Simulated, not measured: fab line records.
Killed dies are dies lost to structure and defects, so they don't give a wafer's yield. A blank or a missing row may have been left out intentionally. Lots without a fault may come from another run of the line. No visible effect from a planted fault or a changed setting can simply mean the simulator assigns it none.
Code-filled problem report in 8D (eight disciplines) form -- flow sky130 -- the parts of the form that need people (team, actions taken, sign-off) are left out

== 1. THE PROBLEM ==
At SKY_METAL4_ETCH_16, rfFwdPowerW averages 578.0 W over 6 wafers from 2 lots, while fault-free wafers read 496.5 W, standard deviation 1.7. Measured from the usual mean, that is +48 standard deviations.
The step: etches BARC in N2/H2, stops on SiO2, time 88.2 s, target depth 60 nm.
The first sign was on wafer L851.2 at day 44 18:42, on rieMetal-03. The record has a number at this step for 33 wafers belonging to 11 lots. By rule, "out" or "out of limits" means more than 4 standard deviations away from the usual mean. The rest of the wafers with a number are treated as sound.

== 2. WHAT IT IS; WHAT IT IS NOT ==
question,is,is not
which readings at this step,rfFwdPowerW,oesProductAu
which lots,"L851, L855","L841, L842, L843, L844, L847, L848, L856, L858, L859"
which wafers of those lots,all that have a number,-
read on which tools,rieMetal-03,"rieMetal-02, rieMetal-04"
when,from day 44 18:42,"up to then (18 sound wafers); but 9 sound wafers of L856, L858, L859 came after"

== 3. THE SUSPECTS, EACH WITH WHAT RULES IT OUT ==
Counting: a tool at a process step up to the reading stays a suspect if it ran every lot that is out and no sound lot after the first of them.
- rieMetal-03 at SKY_METAL4_ETCH_16 (etches BARC in N2/H2, stops on SiO2, time 88.2 s, target depth 60 nm): kept. Every lot that is out went through it, starting with L851 (day 44 18:42), and after that it ran no sound lot; the last sound lot it ran before then is L848 (day 44 08:43). On those wafers its own readings are out: rfFwdPowerW.
After counting, what remains is rieMetal-03 at SKY_METAL4_ETCH_16.

== 4. THE CAUSE (what the simulator had put in) ==
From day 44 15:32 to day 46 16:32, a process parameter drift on rieMetal-03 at SKY_METAL4_ETCH_16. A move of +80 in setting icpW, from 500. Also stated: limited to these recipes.
This tool alone remained once counting was done.

== 5. THE CHAIN OF EFFECTS, in route order ==
Each row: a reading whose mean over the struck wafers that have a number lies more than 3 standard deviations from the usual. Only readings for which the record gives a usual standard deviation are gone through. hours: the time from each lot's start at the first step in this table that gives one to its start at this step, as a median over the lots. sigmas: the change in usual standard deviations.
hours,step,reading,usual,on struck wafers,change,sigmas
0,SKY_METAL4_ETCH_16,rfFwdPowerW,496.5 W,578.0,+81.5,+48
Process steps it contains:
- SKY_METAL4_ETCH_16: etches BARC in N2/H2, stops on SiO2, time 88.2 s, target depth 60 nm.

== 6. HOW IT WOULD HAVE BEEN CAUGHT EARLIER ==
In this record the first reading out of limits was taken at day 44 18:42, 3 hours after the fault began at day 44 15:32.
